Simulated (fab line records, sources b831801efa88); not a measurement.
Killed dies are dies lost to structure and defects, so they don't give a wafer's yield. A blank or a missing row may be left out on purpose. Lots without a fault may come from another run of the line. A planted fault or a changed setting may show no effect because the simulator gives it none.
fab line records | flow sky130
record lots=6 wafers=18 last_day=49
route steps=708 shown FIELD_ISO@4 PAD_OPEN@708
lots that met no fault: from a run of the same line without faults
start_h: hours from the record's first day to the start of the lot's first wafer shown | wait_h: hours since the lot's step before | " the same as in the row above | L1.1+2: a row that stands for several wafers | - no value, or no start given | * or withheld: withheld | < > ~ a bound
route shown NAME@n: a module of which the file shows steps, and the number in the route of the first | usual: mean/standard deviation of fault-free wafers | same: alike in all rows | chamber/n: place in a boat | sites: the reading at each site | _std_site: their standard deviation | _edge_site: outer sites' mean less inner sites' | radius_mm: how far each site lies from the wafer's centre | mask NAME#n: copy n | behind: the tool/chamber that last shaped the wafer | hold: why the lot was held/for how many hours/how that ended | device: the transistor (n, p or np) that didn't switch | end of line: the same wafers' tests at the end of the route | a step without rows: its recipe alone | killed: dies lost to structure and defects at the first sort, not the wafer's yield | map: a wafer's dies, x killed, . not, _ none there
set.NAME: the setting as run; set.NAME@STEP: as run at that earlier step | model.NAME: the simulator's own value behind a step, which no gauge read
lots at some steps of the route; a table a step, a row a wafer
services: from which hour (start_h, from the record's first day; less than 0 if before it) a tool's chamber was out of use, for how many hours, and why
## steps
# step SKY_FIELD_ISO_CVD_03
# recipe material=Si3N4 precursor=DCS/NH3 target_thk_nm=165 temp_c=770 time_s=2830 pressure_mtorr=250
# step SKY_FIELD_ISO_THK_MEAS_04
# recipe reads=Si3N4_of_FIELD_ISO_CVD_03
# usual FIELD_ISO_CVD_03_THK=165.0/1.5
# columns lot.wafer tool chamber start_h wait_h FIELD_ISO_CVD_03_THK[nm]
L276.1 film_metro-03 - 16.11 0.0 167.3
L276.3 " - " " 167.9
L276.4 " - " " 166.6
L287.3 film_metro-04 - 69.96 0.0 165.0
L287.5 " - " " 163.5
L287.6 " - " " 162.6
L288.3 film_metro-03 - 75.65 0.0 164.3
L288.5 " - " " 164.9
L288.6 " - " " 164.9
L290.2 film_metro-01 - 84.30 0.0 166.2
L290.4 " - " " 165.6
L290.6 " - " " 165.8
L291.1 film_metro-04 - 89.80 0.0 164.2
L291.4 " - " " 162.9
L291.5 " - " " 163.1
L293.2 film_metro-01 - 99.57 0.0 164.5
L293.4 " - " " 164.0
L293.5 " - " " 163.4
# step SKY_FIELD_ISO_DEHYDRATE_05
# recipe temp_c=200 time_s=60
# step SKY_FIELD_ISO_HMDS_06
# recipe prime_time_s=60 prime_temp_c=120
# step SKY_FIELD_ISO_COAT_07
# recipe resist=BARC temp_c=withheld time_s=withheld spin_rpm=3000 resist_thk_nm=60
# step SKY_FIELD_ISO_COAT_08
# recipe resist=KrF-thick spin_rpm=3000 resist_thk_nm=450
# step SKY_FIELD_ISO_SOFTBAKE_09
# recipe temp_c=100 time_s=90 resist=KrF-thick
# step SKY_FIELD_ISO_EXPOSE_10
# recipe mask_id=FOM na=0.68 source_shape=annular sigma_inner=0.4 sigma_outer=0.8 target_cd_nm=150 dose_mj=28
# step SKY_FIELD_ISO_PEB_11
# recipe peb_temp_c=withheld peb_time_s=withheld resist=KrF-thick
# step SKY_FIELD_ISO_DEVELOP_12
# recipe develop_time_s=60 resist=KrF-thick dev_temp_c=21
# step SKY_FIELD_ISO_CD_MEAS_13
# recipe target_cd_nm=150
# usual cd_nm=149.7/1.6
# columns lot.wafer tool chamber start_h wait_h cd_nm
L276.1 cd_sem-02 - 30.37 - 149.0
L276.3 " - " " 149.8
L276.4 " - " " 150.0
L287.3 cd_sem-01 - 86.71 - 150.0
L287.5 " - " " 150.2
L287.6 " - " " 149.8
L288.3 cd_sem-02 - 92.54 - 151.6
L288.5 " - " " 150.2
L288.6 " - " " 151.3
L290.2 cd_sem-01 - 101.57 - 150.4
L290.4 " - " " 150.2
L290.6 " - " " 150.8
L291.1 cd_sem-02 - 107.37 - 148.2
L291.4 " - " " 147.9
L291.5 " - " " 148.9
L293.2 cd_sem-01 - 117.16 - 150.6
L293.4 " - " " 149.3
L293.5 " - " " 148.7
# step SKY_FIELD_ISO_ETCH_14
# recipe chemistry=N2/H2 target=BARC ion_energy_ev=200 source_w=500 bias_w=100 pressure_mtorr=30 n2_flow_sccm=100 h2_flow_sccm=200 stop_on=SiO2 time_s=45.9 target_depth_a=600
# usual bias_w=100.0/0.31 chamber_pressure_mTorr=30.001/0.026 drypump_motor_current_A=5.7/0.49 n2_flow_sccm=100.00/0.26 oes_product_au=0.856/0.0046 throttle_valve_pct=13.225/0.0092
# columns lot.wafer tool chamber start_h wait_h bias_w chamber_pressure_mTorr drypump_motor_current_A n2_flow_sccm oes_product_au rf_hours_counter_h throttle_valve_pct
L276.1 rie_diel-04 3 30.49 0.1 99.6 29.965 5.8 99.39 0.846 119 13.229
L276.3 " 1 " " 100.1 29.952 4.8 100.12 0.858 164 13.245
L276.4 " 0 " " 99.9 29.959 6.3 100.00 0.856 6 13.204
L287.3 rie_diel-04 3 86.79 0.1 99.6 29.984 5.8 100.29 0.855 121 13.211
L287.5 " 2 " " 100.5 29.996 6.2 100.06 0.853 - 13.238
L287.6 " 1 " " 100.1 29.985 4.8 99.79 0.851 - 13.232
L288.3 rie_diel-03 1 92.64 0.1 99.8 30.022 5.5 99.87 0.859 - 13.214
L288.5 " 1 " " 99.7 29.971 5.5 99.76 0.853 - 13.216
L288.6 " 2 " " 99.7 29.981 5.8 100.22 0.847 - 13.240
L290.2 rie_diel-03 1 101.67 0.1 99.8 30.013 5.5 100.17 0.862 101 13.230
L290.4 " 1 " " 100.2 30.024 5.5 100.02 0.859 - 13.218
L290.6 " 3 " " 100.1 29.981 5.8 100.72 0.852 - 13.233
L291.1 rie_diel-02 1 107.49 0.1 99.8 30.001 5.6 100.22 0.853 0 13.233
L291.4 " 0 " " 99.9 30.026 5.5 100.30 0.852 7 13.224
L291.5 " 2 " " 100.5 30.017 6.6 99.89 0.860 - 13.241
L293.2 rie_diel-02 2 117.26 0.1 100.0 30.022 6.6 99.65 0.867 150 13.229
L293.4 " 3 " " 99.8 30.024 5.5 99.82 0.851 6 13.241
L293.5 " 1 " " 99.9 30.002 5.5 99.78 0.850 - 13.219
# step SKY_FIELD_ISO_ETCH_15
# recipe chemistry=CHF3/O2 target_depth_nm=180 stop_on=Si source_w=600 bias_w=200 pressure_mtorr=40 chf3_flow_sccm=50 O2_flow_sccm=5 time_s=72
# usual O2_flow_sccm=4.998/0.016 bias_w=200.0/0.58 drypump_motor_current_A=5.7/0.48 oes_product_au=0.945/0.0066 throttle_valve_pct=8.844/0.0094
# columns lot.wafer tool chamber start_h wait_h O2_flow_sccm bias_w drypump_motor_current_A oes_product_au rf_hours_counter_h throttle_valve_pct model.KrF-thick_of_FIELD_ISO_COAT_08.thk_nm
L276.1 rie_diel-04 3 30.53 0.0 4.999 200.3 5.8 0.954 119 8.861 234.6
L276.3 " 1 " " 4.998 199.4 4.7 0.951 164 8.844 241.9
L276.4 " 0 " " 5.001 200.6 6.3 0.945 6 8.838 242.2
L287.3 rie_diel-04 3 86.83 0.0 - - - - - - 390.6
L287.5 " 2 " " - - - - - - 392.4
L287.6 " 1 " " - - - - - - 393.9
L288.3 rie_diel-03 1 92.71 0.0 - - - - - - 392.9
L288.5 " 1 " " - - - - - - 393.6
L288.6 " 2 " " - - - - - - 393.3
L290.2 rie_diel-03 1 101.71 0.0 4.986 200.1 5.5 0.948 101 8.842 237.5
L290.4 " 1 " " 5.006 199.9 5.5 0.941 - 8.849 237.3
L290.6 " 3 " " 4.983 200.1 5.7 0.949 - 8.832 237.7
L291.1 rie_diel-02 1 107.53 0.0 4.970 200.1 5.5 0.936 0 8.851 234.8
L291.4 " 0 " " 5.017 200.0 5.5 0.929 7 8.844 241.7
L291.5 " 2 " " 4.987 200.6 6.6 0.940 - 8.865 240.6
L293.2 rie_diel-02 2 117.30 0.0 5.013 199.1 6.5 0.943 150 8.837 237
L293.4 " 3 " " 5.007 200.5 5.6 0.948 6 8.858 238.1
L293.5 " 1 " " 4.989 199.0 5.5 0.941 - 8.836 231
# step SKY_FIELD_ISO_STRIP_16
# recipe chemistry=O2/N2 power_w=1400 pressure_mtorr=1500 platen_temp_c=withheld o2_flow_sccm=3000 n2_flow_sccm=300 overash_fraction=0.5
# usual drypump_motor_current_A=5.7/0.49 n2_flow_sccm=299.9/0.9 oes_product_au=0.379/0.0045 strip_time_to_endpoint_s=3.56/0.033
# columns lot.wafer tool chamber start_h wait_h drypump_motor_current_A n2_flow_sccm oes_product_au rf_hours_counter_h strip_time_to_endpoint_s
L276.1 plasma_asher-02 0 30.59 0.0 6.4 298.7 0.385 36 3.53
L276.3 " 1 " " 6.0 300.2 0.376 - 3.60
L276.4 " 0 " " 6.4 298.7 0.376 - 3.60
L287.3 plasma_asher-01 1 86.92 0.1 5.0 298.5 0.440 - 5.17
L287.5 " 1 " " 5.0 299.4 0.444 - 5.18
L287.6 " 0 " " 5.6 299.0 0.445 - 5.21
L288.3 plasma_asher-02 1 92.80 0.1 6.0 299.2 0.446 - 5.19
L288.5 " 1 " " 6.0 299.4 0.444 - 5.19
L288.6 " 0 " " 6.4 299.7 0.449 - 5.22
L290.2 plasma_asher-01 1 101.77 0.0 5.0 298.4 0.383 29 3.58
L290.4 " 1 " " 5.0 299.0 0.379 - 3.55
L290.6 " 0 " " 5.6 301.4 0.377 - 3.56
L291.1 plasma_asher-01 1 107.59 0.0 5.0 298.7 0.379 30 3.53
L291.4 " 0 " " 5.6 299.6 0.384 - 3.59
L291.5 " 0 " " 5.7 299.3 0.381 - 3.61
L293.2 plasma_asher-01 0 117.36 0.0 5.7 301.0 0.378 31 3.57
L293.4 " 1 " " 5.0 299.1 0.378 - 3.57
L293.5 " 0 " " 5.7 300.5 0.380 - 3.49
# step SKY_FIELD_ISO_ETCH_17
# recipe target_depth_a=3420 mask_material=Si3N4 chemistry=HBr/Cl2/O2 target=Si taper_deg=5 icp_w=600 bias_w=150 pressure_mtorr=15 HBr_flow_sccm=150 Cl2_flow_sccm=40 O2_flow_sccm=6 time_s=97.7
# usual HBr_flow_sccm=150.0/0.46 O2_flow_sccm=5.999/0.019 drypump_motor_current_A=5.6/0.54 oes_product_au=1.001/0.0081 throttle_valve_pct=25.657/0.011
# columns lot.wafer tool chamber start_h wait_h HBr_flow_sccm O2_flow_sccm drypump_motor_current_A oes_product_au rf_hours_counter_h throttle_valve_pct
L276.1 rie_si-01 1 30.69 0.1 149.0 6.021 5.4 0.997 2 25.663
L276.3 " 0 " " 150.2 6.007 5.5 1.001 125 25.645
L276.4 " 1 " " 149.3 6.004 5.4 1.003 - 25.649
L287.3 rie_si-02 1 86.99 0.0 149.5 6.040 6.3 1.012 111 25.659
L287.5 " 2 " " 150.9 5.994 4.9 1.009 - 25.649
L287.6 " 3 " " 150.1 6.029 5.8 1.014 - 25.655
L288.3 rie_si-01 1 92.87 0.0 150.2 6.003 5.4 1.006 3 25.652
L288.5 " 1 " " 149.7 6.017 5.4 1.001 - 25.642
L288.6 " 2 " " 150.9 5.975 6.0 0.991 - 25.662
L290.2 rie_si-02 2 101.87 0.1 149.5 6.002 4.9 1.000 76 25.641
L290.4 " 0 " " 150.3 6.016 6.4 0.992 66 25.678
L290.6 " 0 " " 150.4 6.007 6.5 1.006 - 25.652
L291.1 rie_si-01 2 107.69 0.1 150.0 5.993 6.0 0.997 105 25.680
L291.4 " 1 " " 149.5 6.004 5.4 0.999 3 25.647
L291.5 " 0 " " 150.2 5.964 5.6 1.015 - 25.652
L293.2 rie_si-02 1 117.46 0.1 149.7 6.002 6.4 0.998 111 25.647
L293.4 " 0 " " 149.8 6.009 6.4 1.000 66 25.648
L293.5 " 0 " " 149.8 5.965 6.4 0.994 - 25.677
# step SKY_PAD_OPEN_PROBE_99
# usual killed_at_M0_to_M3=44/6.9 killed_at_M4_up=3.0/1.5 killed_at_contacts=24/5.2 killed_at_front_end=15/4.1 killed_at_other=0.4/0.62 killed_dies=87/9.6 killed_on_rim=17/3.8 killed_open=47/7 killed_short=40/6.2
# same gross_dies=492 killed_at_back_side=0
# columns lot.wafer tool chamber start_h wait_h killed_at_M0_to_M3 killed_at_M4_up killed_at_contacts killed_at_front_end killed_at_other killed_dies killed_on_rim killed_open killed_short
L276.1 prober-01 - 1065.24 0.1 36 3 28 21 1 89 19 47 41
L276.3 prober-01 - 1065.34 0.2 42 3 28 14 0 87 19 46 40
L276.4 prober-01 - 1065.39 0.2 46 2 17 15 0 80 17 48 31
L287.3 prober-02 - 1141.33 0.2 54 5 25 408 0 492 96 52 47
L287.5 prober-02 - 1141.43 0.2 46 2 14 430 0 492 96 34 46
L287.6 prober-02 - 1141.48 0.2 27 2 20 442 1 492 96 35 33
L288.3 prober-01 - 1143.80 0.2 50 2 24 416 0 492 96 51 43
L288.5 prober-01 - 1143.90 0.2 33 0 20 438 1 492 96 32 31
L288.6 prober-01 - 1143.95 0.2 40 3 25 424 0 492 96 45 34
L291.1 prober-02 - 1155.47 0.1 41 7 26 19 1 94 21 42 52
L291.4 prober-02 - 1155.62 0.2 57 3 25 18 1 104 24 51 53
L291.5 prober-02 - 1155.67 0.2 44 4 25 10 0 83 18 37 46
# killed by level:class
L276.1 CONTACT:geometric_particle:open=9 VIA1:geometric_particle:open=9 METAL1:geometric_particle:short=7 FIELD_ISO:geometric_particle:open=6 LI_CONTACT:geometric_particle:short=5 CONTACT:geometric_particle:short=5 POLY_GATE:geometric_particle:short=4 LI_CONTACT:geometric_particle:open=4
L276.3 CONTACT:geometric_particle:open=15 VIA1:geometric_particle:open=6 CONTACT:geometric_particle:short=5 VIA1:geometric_particle:short=5 METAL3:geometric_particle:short=5 VIA3:geometric_particle:open=5 FIELD_ISO:geometric_particle:open=4 FIELD_ISO:geometric_particle:short=4
L276.4 VIA1:geometric_particle:open=13 CONTACT:geometric_particle:open=10 METAL1:geometric_particle:short=9 VIA3:geometric_particle:open=7 FIELD_ISO:geometric_particle:open=6 VIA1:geometric_particle:short=5 POLY_GATE:geometric_particle:open=3 METAL2:geometric_particle:short=3
L287.3 FIELD_ISO:area_etch=392 METAL1:geometric_particle:short=10 VIA1:geometric_particle:open=10 CONTACT:geometric_particle:open=9 VIA1:geometric_particle:short=9 LI_CONTACT:geometric_particle:open=6 VIA3:geometric_particle:open=6 POLY_GATE:geometric_particle:open=5
L287.5 FIELD_ISO:area_etch=412 VIA1:geometric_particle:open=10 METAL1:geometric_particle:short=9 POLY_GATE:geometric_particle:short=8 LOCAL_INTERCONNECT:geometric_particle:short=6 VIA1:geometric_particle:short=6 CONTACT:geometric_particle:open=5 METAL2:geometric_particle:short=5
L287.6 FIELD_ISO:area_etch=423 FIELD_ISO:geometric_particle:open=6 CONTACT:geometric_particle:open=6 VIA1:geometric_particle:open=4 LI_CONTACT:geometric_particle:short=4 CONTACT:geometric_particle:short=4 VIA1:geometric_particle:short=4 VIA3:geometric_particle:open=4
L288.3 FIELD_ISO:area_etch=398 VIA3:geometric_particle:open=12 CONTACT:geometric_particle:open=10 METAL1:geometric_particle:short=8 VIA1:geometric_particle:open=7 FIELD_ISO:geometric_particle:short=6 LI_CONTACT:geometric_particle:open=6 VIA2:geometric_particle:open=5
L288.5 FIELD_ISO:area_etch=429 CONTACT:geometric_particle:open=8 VIA1:geometric_particle:open=7 METAL2:geometric_particle:short=6 VIA2:geometric_particle:open=6 LI_CONTACT:geometric_particle:open=4 CONTACT:geometric_particle:short=4 METAL1:geometric_particle:short=4
L288.6 FIELD_ISO:area_etch=413 LI_CONTACT:geometric_particle:open=12 VIA1:geometric_particle:open=12 CONTACT:geometric_particle:short=6 VIA1:geometric_particle:short=6 VIA2:geometric_particle:open=6 METAL2:geometric_particle:short=5 VIA3:geometric_particle:open=5
L291.1 CONTACT:geometric_particle:open=10 CONTACT:geometric_particle:short=9 VIA2:geometric_particle:short=7 METAL4:geometric_particle:short=7 METAL2:geometric_particle:short=6 VIA2:geometric_particle:open=6 LI_CONTACT:geometric_particle:open=5 VIA3:geometric_particle:short=5
L291.4 CONTACT:geometric_particle:open=8 VIA2:geometric_particle:open=8 VIA2:geometric_particle:short=8 LI_CONTACT:geometric_particle:open=7 VIA1:geometric_particle:open=7 FIELD_ISO:geometric_particle:short=6 METAL1:geometric_particle:short=6 CONTACT:geometric_particle:short=5
L291.5 METAL1:geometric_particle:short=12 CONTACT:geometric_particle:open=11 METAL2:geometric_particle:short=6 VIA2:geometric_particle:open=5 LI_CONTACT:geometric_particle:open=4 CONTACT:geometric_particle:short=4 VIA1:geometric_particle:short=4 VIA1:geometric_particle:open=4
# map L287.3 (x killed, . not)
__________xxxxxxxxxx_________
________xxxxxxxxxxxxxx_______
______xxxxxxxxxxxxxxxxxx_____
_____xxxxxxxxxxxxxxxxxxxx____
____xxxxxxxxxxxxxxxxxxxxxx___
___xxxxxxxxxxxxxxxxxxxxxxxx__
__xxxxxxxxxxxxxxxxxxxxxxxxxx_
_xxxxxxxxxxxxxxxxxxxxxxxxxxxx
_xxxxxxxxxxxxxxxxxxxxxxxxxxxx
_xxxxxxxxxxxxxxxxxxxxxxxxxxxx
_xxxxxxxxxxxxxxxxxxxxxxxxxxxx
_xxxxxxxxxxxxxxxxxxxxxxxxxxxx
_xxxxxxxxxxxxxxxxxxxxxxxxxxxx
_xxxxxxxxxxxxxxxxxxxxxxxxxxxx
_xxxxxxxxxxxxxxxxxxxxxxxxxxxx
__xxxxxxxxxxxxxxxxxxxxxxxxxx_
___xxxxxxxxxxxxxxxxxxxxxxxx__
____xxxxxxxxxxxxxxxxxxxxxx___
_____xxxxxxxxxxxxxxxxxxxx____
______xxxxxxxxxxxxxxxxxx_____
________xxxxxxxxxxxxxx_______
__________xxxxxxxxxx_________
# map L288.3 (x killed, . not)
__________xxxxxxxxxx_________
________xxxxxxxxxxxxxx_______
______xxxxxxxxxxxxxxxxxx_____
_____xxxxxxxxxxxxxxxxxxxx____
____xxxxxxxxxxxxxxxxxxxxxx___
___xxxxxxxxxxxxxxxxxxxxxxxx__
__xxxxxxxxxxxxxxxxxxxxxxxxxx_
_xxxxxxxxxxxxxxxxxxxxxxxxxxxx
_xxxxxxxxxxxxxxxxxxxxxxxxxxxx
_xxxxxxxxxxxxxxxxxxxxxxxxxxxx
_xxxxxxxxxxxxxxxxxxxxxxxxxxxx
_xxxxxxxxxxxxxxxxxxxxxxxxxxxx
_xxxxxxxxxxxxxxxxxxxxxxxxxxxx
_xxxxxxxxxxxxxxxxxxxxxxxxxxxx
_xxxxxxxxxxxxxxxxxxxxxxxxxxxx
__xxxxxxxxxxxxxxxxxxxxxxxxxx_
___xxxxxxxxxxxxxxxxxxxxxxxx__
____xxxxxxxxxxxxxxxxxxxxxx___
_____xxxxxxxxxxxxxxxxxxxx____
______xxxxxxxxxxxxxxxxxx_____
________xxxxxxxxxxxxxx_______
__________xxxxxxxxxx_________
## services
# columns tool chamber start_h hours kind
rie_diel-03 3 8.83 16.4 repair
plasma_asher-02 - 10.57 2.8 pm
rie_si-01 0 14.07 3.3 repair
rie_si-02 - 29.33 0.3 repair
rie_si-01 2 29.74 6.8 repair
rie_diel-04 0 35.93 63.6 repair
rie_diel-03 - 36.94 28.1 pm
rie_diel-03 3 65.04 - clean
rie_diel-03 3 65.04 30.1 scheduled_down
rie_diel-03 3 65.04 30.1 vent_cycle
rie_diel-02 2 70.23 3.3 repair
rie_diel-03 0 75.32 38.4 repair
rie_diel-02 1 81.30 - clean
rie_diel-02 1 81.30 15.7 scheduled_down
rie_diel-02 1 81.30 15.7 vent_cycle
plasma_asher-02 - 83.30 6.0 repair
rie_diel-04 1 99.49 - clean
rie_diel-04 1 99.49 17.7 scheduled_down
rie_diel-04 1 99.49 17.7 vent_cycle
plasma_asher-02 - 108.75 9.0 pm
plasma_asher-02 0 108.75 9.0 vent_cycle
plasma_asher-02 1 108.75 9.0 vent_cycle
## key
first_sign step=SKY_FIELD_ISO_ETCH_15 reading=tool_record direction=missing
effect step=SKY_FIELD_ISO_STRIP_16 reading=strip_time_to_endpoint_s direction=up sigmas=49 usual=* struck=*
effect step=SKY_PAD_OPEN_PROBE_99 reading=killed_at_front_end direction=up sigmas=99+ usual=15 struck=426
model_effect step=SKY_FIELD_ISO_ETCH_15 value=KrF-thick_of_FIELD_ISO_COAT_08.thk_nm without=237 struck=392.8
more_kills_born_at SKY_FIELD_ISO_ETCH_15@rie_diel-03=1240 SKY_FIELD_ISO_ETCH_15@rie_diel-04=1227
met_at SKY_FIELD_ISO_ETCH_15
struck_wafers L287.3,L287.5,L287.6,L288.3,L288.5,L288.6
later_rows_left_out L287.3,L287.5,L287.6,L288.3,L288.5,L288.6
tester_left_out L287,L288
onset_between 30.53 86.83
fault kind=skipped_step_whole tool=rie_diel-03,rie_diel-04 chamber=- onset_h=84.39 steps=SKY_FIELD_ISO_ETCH_15 scope=struck_lots_only
# tester_left_out: of these lots the tester's yield and bins aren't shown, on N5 and GAA mostly nor the transistor test; their killed dies are dies lost to structure and defects alone, not to doping, threshold or leakage, so they don't give the yield
# later_rows_left_out: the simulator's readings of these wafers behind a module that went badly wrong aren't trusted and aren't shown, but for the sort
